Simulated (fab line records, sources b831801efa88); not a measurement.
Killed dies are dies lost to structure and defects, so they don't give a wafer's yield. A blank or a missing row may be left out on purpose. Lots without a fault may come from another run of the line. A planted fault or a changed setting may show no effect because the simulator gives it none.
fab line records | flow gf180mcu
record lots=5 wafers=15 last_day=34
route steps=602 shown MVSD@76 MVPSD@78 VT_IMPLANT@90
lots that met no fault: from a run of the same line without faults
start_h: hours from the record's first day to the start of the lot's first wafer shown | wait_h: hours since the lot's step before | " the same as in the row above | L1.1+2: a row that stands for several wafers | - no value, or no start given | * or withheld: withheld | < > ~ a bound
route shown NAME@n: a module of which the file shows steps, and the number in the route of the first | usual: mean/standard deviation of fault-free wafers | same: alike in all rows | chamber/n: place in a boat | sites: the reading at each site | _std_site: their standard deviation | _edge_site: outer sites' mean less inner sites' | radius_mm: how far each site lies from the wafer's centre | mask NAME#n: copy n | behind: the tool/chamber that last shaped the wafer | hold: why the lot was held/for how many hours/how that ended | device: the transistor (n, p or np) that didn't switch | end of line: the same wafers' tests at the end of the route | a step without rows: its recipe alone | killed: dies lost to structure and defects at the first sort, not the wafer's yield | map: a wafer's dies, x killed, . not, _ none there
set.NAME: the setting as run; set.NAME@STEP: as run at that earlier step | model.NAME: the simulator's own value behind a step, which no gauge read
lots at some steps of the route; a table a step, a row a wafer
services: from which hour (start_h, from the record's first day; less than 0 if before it) a tool's chamber was out of use, for how many hours, and why
## steps
# step GF_MVSD_STRIP_10
# recipe chemistry=O2/N2 power_w=1400 pressure_mtorr=1500 platen_temp_c=250 o2_flow_sccm=2862 n2_flow_sccm=300 overash_fraction=0.5
# usual drypump_motor_current_A=5.52/0.3 heater_power_w=332/30 oes_product_au=0.721/0.0047 strip_time_to_endpoint_s=37.01/0.13
# columns lot.wafer tool chamber start_h wait_h drypump_motor_current_A heater_power_w oes_product_au rf_hours_counter_h strip_time_to_endpoint_s
L074.1 plasma_asher-02 0 82.59 0.1 5.94 327 0.728 44 36.64
L074.2 " 1 " " 6.03 369 0.723 44 36.73
L074.3 " 0 " " 5.94 320 0.710 - 36.72
L075.1 plasma_asher-01 1 88.54 0.1 5.51 378 0.722 43 37.09
L075.5 " 0 " " 5.66 297 0.721 - 36.98
L075.6 " 1 " " 5.50 366 0.717 - 37.04
L086.1 plasma_asher-01 0 150.99 0.1 5.66 299 0.724 49 36.99
L086.2 " 1 " " 5.49 378 0.727 49 37.04
L086.3 " 1 " " 5.51 368 0.710 - 37.09
L092.2 plasma_asher-01 0 185.35 0.1 5.62 302 0.717 53 37.03
L092.4 " 0 " " 5.63 303 0.727 - 36.98
L092.6 " 1 " " 5.44 365 0.716 - 36.86
L095.1 plasma_asher-03 0 206.05 0.1 5.23 333 0.719 40 36.72
L095.3 " 1 " " 5.10 309 0.721 - 36.78
L095.6 " 1 " " 5.10 308 0.719 - 36.81
# step GF_MVSD_TW_MEAS_11
# usual MVSD_TW=1578/22
# columns lot.wafer tool chamber start_h wait_h MVSD_TW
L074.1 film_metro-02 - 82.69 0.1 1547
L074.2 " - " " 1552
L074.3 " - " " 1558
L075.1 film_metro-01 - 88.64 0.1 1584
L075.5 " - " " 1590
L075.6 " - " " 1577
L086.1 film_metro-02 - 151.09 0.1 1545
L086.2 " - " " 1546
L086.3 " - " " 1541
L092.2 film_metro-03 - 185.46 0.1 1606
L092.4 " - " " 1599
L092.6 " - " " 1598
L095.1 film_metro-02 - 206.15 0.1 1560
L095.3 " - " " 1552
L095.6 " - " " 1555
# step GF_MVPSD_DEHYDRATE_00
# recipe temp_c=200 time_s=60
# columns lot.wafer tool chamber start_h wait_h
L074.1+2+3 litho_track-04 0 88.84 6.1
L075.1+5+6 litho_track-04 0 95.04 6.4
L086.1+2+3 litho_track-02 0 158.76 7.7
L092.2+4+6 litho_track-03 0 193.79 8.3
L095.1+3+6 litho_track-04 0 214.14 8.0
# step GF_MVPSD_HMDS_01
# recipe prime_time_s=60 prime_temp_c=120
# same prime_time_s=60
# columns lot.wafer tool chamber start_h wait_h
L074.1+2+3 litho_track-04 0 88.99 0.1
L075.1+5+6 litho_track-04 0 95.19 0.1
L086.1+2+3 litho_track-02 0 158.91 0.1
L092.2+4+6 litho_track-03 0 193.94 0.1
L095.1+3+6 litho_track-04 0 214.29 0.1
# step GF_MVPSD_COAT_02
# recipe spin_rpm=2000 resist_thk_nm=3000
# usual dispense_pressure_kPa=52.8/1.9
# columns lot.wafer tool chamber start_h wait_h dispense_pressure_kPa
L074.1 litho_track-04 0 89.14 0.1 49.9
L074.2 " 0 " " 49.9
L074.3 " 0 " " 49.9
L075.1 litho_track-04 0 95.34 0.1 49.9
L075.5 " 0 " " 49.9
L075.6 " 0 " " 49.9
L086.1 litho_track-02 0 159.06 0.1 53.8
L086.2 " 0 " " 53.8
L086.3 " 0 " " 53.7
L092.2 litho_track-03 0 194.09 0.1 54.3
L092.4 " 0 " " 54.2
L092.6 " 0 " " 54.2
L095.1 litho_track-04 0 214.44 0.1 49.9
L095.3 " 0 " " 49.9
L095.6 " 0 " " 49.9
# step GF_MVPSD_SOFTBAKE_03
# recipe temp_c=110 time_s=withheld
# columns lot.wafer tool chamber start_h wait_h
L074.1+2+3 litho_track-04 0 89.29 0.1
L075.1+5+6 litho_track-04 0 95.49 0.1
L086.1+2+3 litho_track-02 0 159.21 0.1
L092.2+4+6 litho_track-03 0 194.24 0.1
L095.1+3+6 litho_track-04 0 214.59 0.1
# step GF_MVPSD_EXPOSE_04
# recipe mask_id=MVPSD target_cd_nm=1000 na=0.6 source_shape=conventional sigma_outer=0.6 dose_mj=260
# columns lot.wafer tool chamber start_h wait_h mask
L074.1+2+3 iline_stepper-01 0 - - MVPSD#0
L075.1+5+6 iline_stepper-01 0 - - MVPSD#0
L086.1+2+3 iline_stepper-02 0 - - MVPSD#0
L092.2+4+6 iline_stepper-02 0 - - MVPSD#0
L095.1+3+6 iline_stepper-02 0 - - MVPSD#0
# step GF_MVPSD_PEB_05
# recipe temp_c=115 time_s=withheld
# columns lot.wafer tool chamber start_h wait_h
L074.1+2+3 litho_track-04 0 - -
L075.1+5+6 litho_track-02 0 - -
L086.1+2+3 litho_track-04 0 - -
L092.2+4+6 litho_track-03 0 - -
L095.1+3+6 litho_track-04 0 - -
# step GF_MVPSD_DEVELOP_06
# recipe wall_angle_deg=90 develop_time_s=60 dev_temp_c=23
# usual developer_temp_C=22.99/0.11
# columns lot.wafer tool chamber start_h wait_h developer_temp_C
L074.1 litho_track-04 0 - - 23.00
L074.2 " 0 " " 22.95
L074.3 " 0 " " 23.01
L075.1 litho_track-02 0 - - 23.04
L075.5 " 0 " " 23.06
L075.6 " 0 " " 23.12
L086.1 litho_track-04 0 - - 22.96
L086.2 " 0 " " 22.98
L086.3 " 0 " " 23.15
L092.2 litho_track-03 0 - - 22.86
L092.4 " 0 " " 23.01
L092.6 " 0 " " 22.89
L095.1 litho_track-04 0 - - 23.06
L095.3 " 0 " " 23.00
L095.6 " 0 " " 23.01
# step GF_MVPSD_OVL_MEAS_07
# usual MVPSD_OVL=0.0/1.5
# columns lot.wafer tool chamber start_h wait_h MVPSD_OVL[nm]
L074.1 overlay-01 - 96.39 - 0.6
L074.2 " - " " 1.5
L074.3 " - " " 1.6
L075.1 overlay-01 - 102.31 - 0.7
L075.5 " - " " 0.7
L075.6 " - " " 2.1
L086.1 overlay-02 - 167.29 - 3.3
L086.2 " - " " 1.4
L086.3 " - " " -0.5
L092.2 overlay-01 - 202.42 - -3.2
L092.4 " - " " -1.9
L092.6 " - " " -0.7
L095.1 overlay-02 - 223.49 - -2.1
L095.3 " - " " 1.1
L095.6 " - " " -0.2
# step GF_MVPSD_IMPLANT_08
# recipe species=B energy_kev=170 dose_cm2=1.471e+13 tilt_deg=0
# columns lot.wafer tool chamber start_h wait_h
L074.1+2+3 implanter-01 0 96.43 0.0
L075.1+5+6 implanter-02 0 102.35 0.0
L086.1+2+3 implanter-01 0 167.33 0.0
L092.2+4+6 implanter-02 0 202.47 0.0
L095.1+3+6 implanter-01 0 223.53 0.0
# step GF_MVPSD_IMPLANT_09
# recipe species=B energy_kev=40 dose_cm2=5e+12 tilt_deg=0
# columns lot.wafer tool chamber start_h wait_h
L074.1+2+3 implanter-01 0 96.58 0.1
L075.1+5+6 implanter-02 0 102.50 0.1
L086.1+2+3 implanter-01 0 167.48 0.1
L092.2+4+6 implanter-02 0 202.62 0.1
L095.1+3+6 implanter-01 0 223.68 0.1
# step GF_MVPSD_STRIP_10
# recipe chemistry=O2/N2 power_w=1400 pressure_mtorr=1500 platen_temp_c=250 o2_flow_sccm=3000 n2_flow_sccm=300 overash_fraction=0.5
# usual drypump_motor_current_A=5.5/0.34 heater_power_w=316/29 oes_product_au=0.722/0.0047 strip_time_to_endpoint_s=36.92/0.073
# columns lot.wafer tool chamber start_h wait_h drypump_motor_current_A heater_power_w oes_product_au rf_hours_counter_h strip_time_to_endpoint_s
L074.1 plasma_asher-04 1 96.73 0.1 5.2 278 0.718 45 36.87
L074.2 " 0 " " 5.7 304 0.717 45 36.86
L074.3 " 1 " " 5.3 282 0.720 - 36.79
L075.1 plasma_asher-03 1 102.65 0.1 5.1 307 0.719 29 36.88
L075.5 " 0 " " 5.2 332 0.719 - 36.93
L075.6 " 1 " " 5.1 297 0.728 - 36.92
L086.1 plasma_asher-04 1 167.63 0.1 5.3 271 0.725 52 36.84
L086.2 " 0 " " 5.7 314 0.720 52 36.87
L086.3 " 0 " " 5.7 308 0.725 - 36.76
L092.2 plasma_asher-02 1 202.75 0.1 6.1 373 0.716 9 36.79
L092.4 " 1 " " 6.0 371 0.726 - 37.06
L092.6 " 0 " " 5.9 331 0.730 - 36.88
L095.1 plasma_asher-04 0 223.83 0.1 5.7 309 0.726 58 37.01
L095.3 " 1 " " 5.3 276 0.723 - 37.03
L095.6 " 1 " " 5.3 286 0.721 - 36.95
# step GF_MVPSD_TW_MEAS_11
# usual MVPSD_TW=551/8.4
# columns lot.wafer tool chamber start_h wait_h MVPSD_TW
L074.1 film_metro-01 - 96.83 0.1 553
L074.2 " - " " 551
L074.3 " - " " 552
L075.1 film_metro-02 - 102.75 0.1 542
L075.5 " - " " 542
L075.6 " - " " 538
L086.1 film_metro-03 - 167.73 0.1 561
L086.2 " - " " 560
L086.3 " - " " 561
L092.2 film_metro-02 - 202.86 0.1 540
L092.4 " - " " 537
L092.6 " - " " 541
L095.1 film_metro-01 - 223.93 0.1 552
L095.3 " - " " 553
L095.6 " - " " 550
# step GF_VT_IMPLANT_DEHYDRATE_00
# recipe temp_c=200 time_s=60
# columns lot.wafer tool chamber start_h wait_h
L074.1+2+3 litho_track-01 0 103.11 6.3
L075.1+5+6 litho_track-01 0 109.46 6.7
L086.1+2+3 litho_track-04 0 175.54 7.8
L092.2+4+6 litho_track-01 0 211.08 8.2
L095.1+3+6 litho_track-02 0 232.56 8.6
# step GF_VT_IMPLANT_HMDS_01
# recipe prime_time_s=60 prime_temp_c=120
# same prime_time_s=60
# columns lot.wafer tool chamber start_h wait_h
L074.1+2+3 litho_track-01 0 103.26 0.1
L075.1+5+6 litho_track-01 0 109.61 0.1
L086.1+2+3 litho_track-04 0 175.69 0.1
L092.2+4+6 litho_track-01 0 211.23 0.1
L095.1+3+6 litho_track-02 0 232.71 0.1
# step GF_VT_IMPLANT_COAT_02
# recipe resist=NOVOLAK spin_rpm=3000 resist_thk_nm=1000
# usual dispense_pressure_kPa=52.5/1.6
# columns lot.wafer tool chamber start_h wait_h dispense_pressure_kPa
L074.1 litho_track-01 0 103.41 0.1 53.3
L074.2 " 0 " " 53.3
L074.3 " 0 " " 53.3
L075.1 litho_track-01 0 109.76 0.1 53.3
L075.5 " 0 " " 53.3
L075.6 " 0 " " 53.3
L086.1 litho_track-04 0 175.84 0.1 50.0
L086.2 " 0 " " 50.1
L086.3 " 0 " " 50.1
L092.2 litho_track-01 0 211.38 0.1 53.3
L092.4 " 0 " " 53.3
L092.6 " 0 " " 53.3
L095.1 litho_track-02 0 232.86 0.1 53.8
L095.3 " 0 " " 53.7
L095.6 " 0 " " 53.8
# step GF_VT_IMPLANT_SOFTBAKE_03
# recipe temp_c=90 time_s=60 resist=NOVOLAK
# columns lot.wafer tool chamber start_h wait_h
L074.1+2+3 litho_track-01 0 103.56 0.1
L075.1+5+6 litho_track-01 0 109.91 0.1
L086.1+2+3 litho_track-04 0 175.99 0.1
L092.2+4+6 litho_track-01 0 211.53 0.1
L095.1+3+6 litho_track-02 0 233.01 0.1
# step GF_VT_IMPLANT_EXPOSE_04
# recipe mask_id=LVPWELL_LV_AREA target_cd_nm=600 na=0.6 source_shape=conventional sigma_outer=0.6 dose_mj=140
# columns lot.wafer tool chamber start_h wait_h mask
L074.1+2+3 iline_stepper-01 0 - - LVPWELL_LV_AREA#0
L075.1+5+6 iline_stepper-01 0 - - LVPWELL_LV_AREA#0
L086.1+2+3 iline_stepper-01 0 - - LVPWELL_LV_AREA#0
L092.2+4+6 iline_stepper-01 0 - - LVPWELL_LV_AREA#0
L095.1+3+6 iline_stepper-01 0 - - LVPWELL_LV_AREA#0
# step GF_VT_IMPLANT_PEB_05
# recipe temp_c=withheld time_s=* resist=NOVOLAK
# columns lot.wafer tool chamber start_h wait_h
L074.1+2+3 litho_track-04 0 - -
L075.1+5+6 litho_track-01 0 - -
L086.1+2+3 litho_track-01 0 - -
L092.2+4+6 litho_track-02 0 - -
L095.1+3+6 litho_track-01 0 - -
# step GF_VT_IMPLANT_DEVELOP_06
# recipe develop_time_s=60 dev_temp_c=23
# usual developer_temp_C=22.99/0.11
# columns lot.wafer tool chamber start_h wait_h developer_temp_C
L074.1 litho_track-04 0 110.39 0.1 22.93
L074.2 " 0 " " 22.92
L074.3 " 0 " " 22.85
L075.1 litho_track-01 0 116.61 0.1 23.06
L075.5 " 0 " " 23.05
L075.6 " 0 " " 23.00
L086.1 litho_track-01 0 184.01 0.1 22.89
L086.2 " 0 " " 22.93
L086.3 " 0 " " 23.03
L092.2 litho_track-02 0 220.19 0.1 22.86
L092.4 " 0 " " 22.98
L092.6 " 0 " " 23.09
L095.1 litho_track-01 0 241.46 0.1 22.93
L095.3 " 0 " " 22.98
L095.6 " 0 " " 23.12
# step GF_VT_IMPLANT_OVL_MEAS_07
# usual VT_IMPLANT_OVL=-0.5/1.2
# columns lot.wafer tool chamber start_h wait_h VT_IMPLANT_OVL[nm]
L074.1 overlay-02 - 110.54 0.1 -1.7
L074.2 " - " " 1.6
L074.3 " - " " -2.3
L075.1 overlay-01 - 116.76 0.1 -1.3
L075.5 " - " " -1.2
L075.6 " - " " -1.3
L086.1 overlay-01 - 184.16 0.1 -0.8
L086.2 " - " " -0.6
L086.3 " - " " -2.2
L092.2 overlay-01 - 220.32 0.1 -1.0
L092.4 " - " " -0.7
L092.6 " - " " -0.2
L095.1 overlay-02 - 241.61 0.1 -0.2
L095.3 " - " " -1.1
L095.6 " - " " -1.1
# step GF_VT_IMPLANT_IMPLANT_08
# recipe species=BF2 energy_kev=20 dose_cm2=8.29e+12 tilt_deg=7
# columns lot.wafer tool chamber start_h wait_h
L074.1+2+3 implanter-03 0 110.58 0.0
L075.1+5+6 implanter-01 0 116.79 0.0
L086.1+2+3 implanter-03 0 184.19 0.0
L092.2+4+6 implanter-03 0 220.37 0.0
L095.1+3+6 implanter-04 0 241.64 0.0
# step GF_VT_IMPLANT_STRIP_09
# recipe chemistry=O2/N2 power_w=1400 pressure_mtorr=1500 platen_temp_c=250 o2_flow_sccm=3000 n2_flow_sccm=300 overash_fraction=0.5
# usual drypump_motor_current_A=5.59/0.23 heater_power_w=320/35 oes_product_au=0.716/0.0046 strip_time_to_endpoint_s=12.63/0.04
# columns lot.wafer tool chamber start_h wait_h drypump_motor_current_A heater_power_w oes_product_au rf_hours_counter_h strip_time_to_endpoint_s
L074.1 plasma_asher-01 0 110.73 0.1 5.62 301 0.714 45 12.62
L074.2 " 1 " " 5.56 362 0.725 45 12.67
L074.3 " 1 " " 5.48 373 0.717 - 12.64
L075.1 plasma_asher-01 1 116.94 0.1 5.52 371 0.718 46 12.61
L075.5 " 0 " " 5.63 300 0.711 - 12.58
L075.6 " 1 " " 5.50 372 0.714 - 12.56
L086.1 plasma_asher-04 1 184.34 0.1 5.29 280 0.714 54 12.62
L086.2 " 0 " " 5.69 310 0.709 54 12.67
L086.3 " 0 " " 5.68 312 0.714 - 12.63
L092.2 plasma_asher-01 1 220.50 0.1 5.51 370 0.713 56 12.65
L092.4 " 0 " " 5.63 293 0.712 - 12.61
L092.6 " 0 " " 5.63 308 0.721 - 12.68
L095.1 plasma_asher-01 0 241.79 0.1 5.65 300 0.711 59 12.57
L095.3 " 1 " " 5.45 366 0.712 - 12.51
L095.6 " 1 " " 5.47 362 0.719 - 12.53
# step GF_VT_IMPLANT_TW_MEAS_10
# usual VT_IMPLANT_TW=560/9.7
# columns lot.wafer tool chamber start_h wait_h VT_IMPLANT_TW
L074.1 film_metro-02 - 110.83 0.1 554
L074.2 " - " " 553
L074.3 " - " " 550
L075.1 film_metro-02 - 117.04 0.1 555
L075.5 " - " " 552
L075.6 " - " " 550
L086.1 film_metro-03 - 184.44 0.1 573
L086.2 " - " " 572
L086.3 " - " " 571
L092.2 film_metro-02 - 220.61 0.1 547
L092.4 " - " " 546
L092.6 " - " " 549
L095.1 film_metro-03 - 241.89 0.1 571
L095.3 " - " " 574
L095.6 " - " " 573
# step GF_VT_IMPLANT_DEHYDRATE_11
# recipe temp_c=200 time_s=60
# columns lot.wafer tool chamber start_h wait_h
L074.1+2+3 litho_track-01 0 117.11 6.3
L075.1+5+6 litho_track-02 0 123.91 6.9
L086.1+2+3 litho_track-02 0 192.71 8.3
L092.2+4+6 litho_track-02 0 229.39 8.8
L095.1+3+6 litho_track-02 0 251.06 9.2
# step GF_VT_IMPLANT_HMDS_12
# recipe prime_time_s=60 prime_temp_c=120
# same prime_time_s=60
# columns lot.wafer tool chamber start_h wait_h
L074.1+2+3 litho_track-01 0 117.26 0.1
L075.1+5+6 litho_track-02 0 124.06 0.1
L086.1+2+3 litho_track-02 0 192.86 0.1
L092.2+4+6 litho_track-02 0 229.54 0.1
L095.1+3+6 litho_track-02 0 251.21 0.1
# step GF_VT_IMPLANT_COAT_13
# recipe resist=NOVOLAK spin_rpm=3000 resist_thk_nm=1000
# usual dispense_pressure_kPa=52.8/1.5
# columns lot.wafer tool chamber start_h wait_h dispense_pressure_kPa
L074.1 litho_track-01 0 117.41 0.1 53.3
L074.2 " 0 " " 53.3
L074.3 " 0 " " 53.3
L075.1 litho_track-02 0 124.21 0.1 53.8
L075.5 " 0 " " 53.8
L075.6 " 0 " " 53.8
L086.1 litho_track-02 0 193.01 0.1 53.9
L086.2 " 0 " " 53.9
L086.3 " 0 " " 53.8
L092.2 litho_track-02 0 229.69 0.1 53.7
L092.4 " 0 " " 53.8
L092.6 " 0 " " 53.8
L095.1 litho_track-02 0 251.36 0.1 53.7
L095.3 " 0 " " 53.7
L095.6 " 0 " " 53.7
# step GF_VT_IMPLANT_SOFTBAKE_14
# recipe temp_c=90 time_s=60 resist=NOVOLAK
# columns lot.wafer tool chamber start_h wait_h
L074.1+2+3 litho_track-01 0 117.56 0.1
L075.1+5+6 litho_track-02 0 124.36 0.1
L086.1+2+3 litho_track-02 0 193.16 0.1
L092.2+4+6 litho_track-02 0 229.84 0.1
L095.1+3+6 litho_track-02 0 251.51 0.1
# step GF_VT_IMPLANT_EXPOSE_15
# recipe mask_id=Nwell_LV_AREA target_cd_nm=860 na=0.6 source_shape=conventional sigma_outer=0.6 dose_mj=140
# columns lot.wafer tool chamber start_h wait_h mask
L074.1+2+3 iline_stepper-02 0 - - Nwell_LV_AREA#0
L075.1+5+6 iline_stepper-01 0 - - Nwell_LV_AREA#0
L086.1+2+3 iline_stepper-01 0 - - Nwell_LV_AREA#0
L092.2+4+6 iline_stepper-02 0 - - Nwell_LV_AREA#0
L095.1+3+6 iline_stepper-02 0 - - Nwell_LV_AREA#0
# step GF_VT_IMPLANT_PEB_16
# recipe temp_c=withheld time_s=* resist=NOVOLAK
# columns lot.wafer tool chamber start_h wait_h
L074.1+2+3 litho_track-04 0 - -
L075.1+5+6 litho_track-02 0 - -
L086.1+2+3 litho_track-02 0 - -
L092.2+4+6 litho_track-04 0 - -
L095.1+3+6 litho_track-04 0 - -
# step GF_VT_IMPLANT_DEVELOP_17
# recipe develop_time_s=60 dev_temp_c=23
# usual developer_temp_C=22.99/0.1
# columns lot.wafer tool chamber start_h wait_h developer_temp_C
L074.1 litho_track-04 0 124.69 0.1 22.80
L074.2 " 0 " " 23.00
L074.3 " 0 " " 22.93
L075.1 litho_track-02 0 131.66 0.1 23.06
L075.5 " 0 " " 22.98
L075.6 " 0 " " 22.94
L086.1 litho_track-02 0 201.11 0.1 22.99
L086.2 " 0 " " 23.05
L086.3 " 0 " " 22.95
L092.2 litho_track-04 0 238.81 0.1 22.78
L092.4 " 0 " " 23.06
L092.6 " 0 " " 22.94
L095.1 litho_track-04 0 260.64 0.1 22.98
L095.3 " 0 " " 23.02
L095.6 " 0 " " 22.74
# step GF_VT_IMPLANT_OVL_MEAS_18
# usual VT_IMPLANT_01_OVL=-0.3/1.2
# columns lot.wafer tool chamber start_h wait_h VT_IMPLANT_01_OVL[nm]
L074.1 overlay-01 - 124.84 0.1 0.1
L074.2 " - " " 1.8
L074.3 " - " " -0.9
L075.1 overlay-01 - 131.81 0.1 -2.9
L075.5 " - " " -1.2
L075.6 " - " " -1.6
L086.1 overlay-01 - 201.26 0.1 -1.8
L086.2 " - " " -1.2
L086.3 " - " " 0.2
L092.2 overlay-01 - 238.95 0.1 -0.5
L092.4 " - " " -0.7
L092.6 " - " " 0.0
L095.1 overlay-02 - 260.79 0.1 0.2
L095.3 " - " " -0.1
L095.6 " - " " -0.2
# step GF_VT_IMPLANT_IMPLANT_19
# recipe species=As energy_kev=100 dose_cm2=4.35e+12 tilt_deg=7
# columns lot.wafer tool chamber start_h wait_h
L074.1+2+3 implanter-01 0 124.88 0.0
L075.1+5+6 implanter-01 0 131.85 0.0
L086.1+2+3 implanter-04 0 201.30 0.0
L092.2+4+6 implanter-01 0 239.00 0.0
L095.1+3+6 implanter-04 0 260.82 0.0
# step GF_VT_IMPLANT_STRIP_20
# recipe chemistry=O2/N2 power_w=1400 pressure_mtorr=1500 platen_temp_c=250 o2_flow_sccm=3000 n2_flow_sccm=300 overash_fraction=0.5
# usual drypump_motor_current_A=5.73/0.25 heater_power_w=331/34 oes_product_au=0.716/0.0045 strip_time_to_endpoint_s=12.60/0.036
# columns lot.wafer tool chamber start_h wait_h drypump_motor_current_A heater_power_w oes_product_au rf_hours_counter_h strip_time_to_endpoint_s
L074.1 plasma_asher-02 0 125.03 0.1 5.91 331 0.713 1 12.64
L074.2 " 1 " " 6.03 371 0.719 1 12.61
L074.3 " 1 " " 6.02 363 0.715 - 12.63
L075.1 plasma_asher-02 0 132.00 0.1 5.90 323 0.718 1 12.61
L075.5 " 1 " " 6.02 367 0.712 - 12.63
L075.6 " 0 " " 5.94 323 0.709 - 12.61
L086.1 plasma_asher-02 1 201.45 0.1 6.01 362 0.714 9 12.62
L086.2 " 0 " " 5.96 317 0.722 9 12.60
L086.3 " 1 " " 6.02 367 0.714 - 12.60
L092.2 plasma_asher-02 0 239.13 0.1 5.92 334 0.714 13 12.58
L092.4 " 0 " " 5.94 332 0.720 - 12.56
L092.6 " 0 " " 5.94 330 0.715 - 12.58
L095.1 plasma_asher-04 1 260.97 0.1 5.25 279 0.720 62 12.66
L095.3 " 0 " " 5.68 308 0.721 - 12.63
L095.6 " 1 " " 5.29 277 0.715 - 12.64
# step GF_VT_IMPLANT_TW_MEAS_21
# usual VT_IMPLANT_2_TW=1214/19
# columns lot.wafer tool chamber start_h wait_h VT_IMPLANT_2_TW
L074.1 film_metro-03 - 125.13 0.1 1236
L074.2 " - " " 1232
L074.3 " - " " 1226
L075.1 film_metro-04 - 132.10 0.1 1205
L075.5 " - " " 1205
L075.6 " - " " 1209
L086.1 film_metro-03 - 201.55 0.1 1221
L086.2 " - " " 1231
L086.3 " - " " 1224
L092.2 film_metro-03 - 239.24 0.1 1233
L092.4 " - " " 1244
L092.6 " - " " 1232
L095.1 film_metro-03 - 261.07 0.1 1232
L095.3 " - " " 1233
L095.6 " - " " 1232
# step GF_VT_IMPLANT_DEHYDRATE_22
# recipe temp_c=200 time_s=60
# columns lot.wafer tool chamber start_h wait_h
L074.1+2+3 litho_track-04 0 132.14 7.0
L075.1+5+6 litho_track-02 0 139.26 7.2
L086.1+2+3 litho_track-04 0 210.19 8.6
L092.2+4+6 litho_track-01 0 248.13 8.9
L095.1+3+6 litho_track-01 0 270.40 9.3
# step GF_VT_IMPLANT_HMDS_23
# recipe prime_time_s=60 prime_temp_c=120
# same prime_time_s=60
# columns lot.wafer tool chamber start_h wait_h
L074.1+2+3 litho_track-04 0 132.29 0.1
L075.1+5+6 litho_track-02 0 139.41 0.1
L086.1+2+3 litho_track-04 0 210.34 0.1
L092.2+4+6 litho_track-01 0 248.28 0.1
L095.1+3+6 litho_track-01 0 270.55 0.1
# step GF_VT_IMPLANT_COAT_24
# recipe resist=NOVOLAK spin_rpm=3000 resist_thk_nm=1000
# usual dispense_pressure_kPa=51.7/1.7
# columns lot.wafer tool chamber start_h wait_h dispense_pressure_kPa
L074.1 litho_track-04 0 132.44 0.1 50.0
L074.2 " 0 " " 50.0
L074.3 " 0 " " 50.0
L075.1 litho_track-02 0 139.56 0.1 53.8
L075.5 " 0 " " 53.8
L075.6 " 0 " " 53.8
L086.1 litho_track-04 0 210.49 0.1 50.0
L086.2 " 0 " " 50.0
L086.3 " 0 " " 50.0
L092.2 litho_track-01 0 248.43 0.1 53.2
L092.4 " 0 " " 53.2
L092.6 " 0 " " 53.2
L095.1 litho_track-01 0 270.70 0.1 53.2
L095.3 " 0 " " 53.2
L095.6 " 0 " " 53.2
# step GF_VT_IMPLANT_SOFTBAKE_25
# recipe temp_c=90 time_s=60 resist=NOVOLAK
# columns lot.wafer tool chamber start_h wait_h
L074.1+2+3 litho_track-04 0 132.59 0.1
L075.1+5+6 litho_track-02 0 139.71 0.1
L086.1+2+3 litho_track-04 0 210.64 0.1
L092.2+4+6 litho_track-01 0 248.58 0.1
L095.1+3+6 litho_track-01 0 270.85 0.1
# step GF_VT_IMPLANT_EXPOSE_26
# recipe mask_id=LVPWELL_HV_AREA target_cd_nm=860 na=0.6 source_shape=conventional sigma_outer=0.6 dose_mj=140
# columns lot.wafer tool chamber start_h wait_h mask
L074.1+2+3 iline_stepper-02 0 - - LVPWELL_HV_AREA#0
L075.1+5+6 iline_stepper-02 0 - - LVPWELL_HV_AREA#0
L086.1+2+3 iline_stepper-01 0 - - LVPWELL_HV_AREA#0
L092.2+4+6 iline_stepper-02 0 - - LVPWELL_HV_AREA#0
L095.1+3+6 iline_stepper-02 0 - - LVPWELL_HV_AREA#0
# step GF_VT_IMPLANT_PEB_27
# recipe temp_c=withheld time_s=* resist=NOVOLAK
# columns lot.wafer tool chamber start_h wait_h
L074.1+2+3 litho_track-01 0 - -
L075.1+5+6 litho_track-01 0 - -
L086.1+2+3 litho_track-02 0 - -
L092.2+4+6 litho_track-04 0 - -
L095.1+3+6 litho_track-04 0 - -
# step GF_VT_IMPLANT_DEVELOP_28
# recipe develop_time_s=60 dev_temp_c=23
# usual developer_temp_C=23.01/0.092
# columns lot.wafer tool chamber start_h wait_h developer_temp_C
L074.1 litho_track-01 0 139.96 0.1 23.00
L074.2 " 0 " " 22.91
L074.3 " 0 " " 23.06
L075.1 litho_track-01 0 146.71 0.1 23.04
L075.5 " 0 " " 23.01
L075.6 " 0 " " 22.94
L086.1 litho_track-02 0 219.26 0.1 23.07
L086.2 " 0 " " 22.89
L086.3 " 0 " " 22.93
L092.2 litho_track-04 0 257.81 0.1 23.05
L092.4 " 0 " " 22.85
L092.6 " 0 " " 23.01
L095.1 litho_track-04 0 280.64 0.1 22.93
L095.3 " 0 " " 22.79
L095.6 " 0 " " 22.88
# step GF_VT_IMPLANT_OVL_MEAS_29
# usual VT_IMPLANT_02_OVL=-0.6/1.2
# columns lot.wafer tool chamber start_h wait_h VT_IMPLANT_02_OVL[nm]
L074.1 overlay-02 - 140.11 0.1 -0.4
L074.2 " - " " 0.3
L074.3 " - " " -1.6
L075.1 overlay-02 - 146.86 0.1 -1.0
L075.5 " - " " 0.4
L075.6 " - " " -1.0
L086.1 overlay-02 - 219.41 0.1 -1.3
L086.2 " - " " -1.7
L086.3 " - " " -1.1
L092.2 overlay-01 - 257.95 0.1 -1.0
L092.4 " - " " 1.3
L092.6 " - " " -0.1
L095.1 overlay-02 - 280.79 0.1 2.7
L095.3 " - " " 2.1
L095.6 " - " " -0.3
# step GF_VT_IMPLANT_IMPLANT_30
# recipe species=B energy_kev=25 dose_cm2=2.664e+12 tilt_deg=7
# columns lot.wafer tool chamber start_h wait_h
L074.1+2+3 implanter-01 0 140.14 0.0
L075.1+5+6 implanter-01 0 146.89 0.0
L086.1+2+3 implanter-01 0 219.45 0.0
L092.2+4+6 implanter-01 0 258.00 0.0
L095.1+3+6 implanter-04 0 280.82 0.0
## services
# columns tool chamber start_h hours kind
implanter-02 - 72.16 11.8 pm
iline_stepper-02 - 72.90 11.8 repair
iline_stepper-02 0 81.65 - calibration
implanter-04 - 84.43 2.4 repair
iline_stepper-01 - 84.67 2.1 pm
iline_stepper-01 - 86.75 - consumable_replace:lamp
plasma_asher-02 - 91.97 2.8 pm
plasma_asher-01 - 99.22 2.8 pm
implanter-04 - 102.38 13.0 repair
implanter-02 - 103.54 0.9 repair
plasma_asher-02 - 108.78 9.0 pm
plasma_asher-02 0 108.78 9.0 vent_cycle
plasma_asher-02 1 108.78 9.0 vent_cycle
iline_stepper-01 0 111.33 - calibration
implanter-04 - 141.45 3.5 repair
plasma_asher-03 - 158.61 0.8 repair
implanter-03 - 160.76 2.1 repair
implanter-04 - 182.70 4.3 pm
implanter-02 - 186.13 2.3 repair
iline_stepper-02 - 201.12 1.7 pm
implanter-01 - 212.99 0.7 repair
implanter-03 - 251.35 3.9 pm
iline_stepper-01 - 270.40 1.7 pm
implanter-02 - 271.71 4.8 pm
## key
fault none
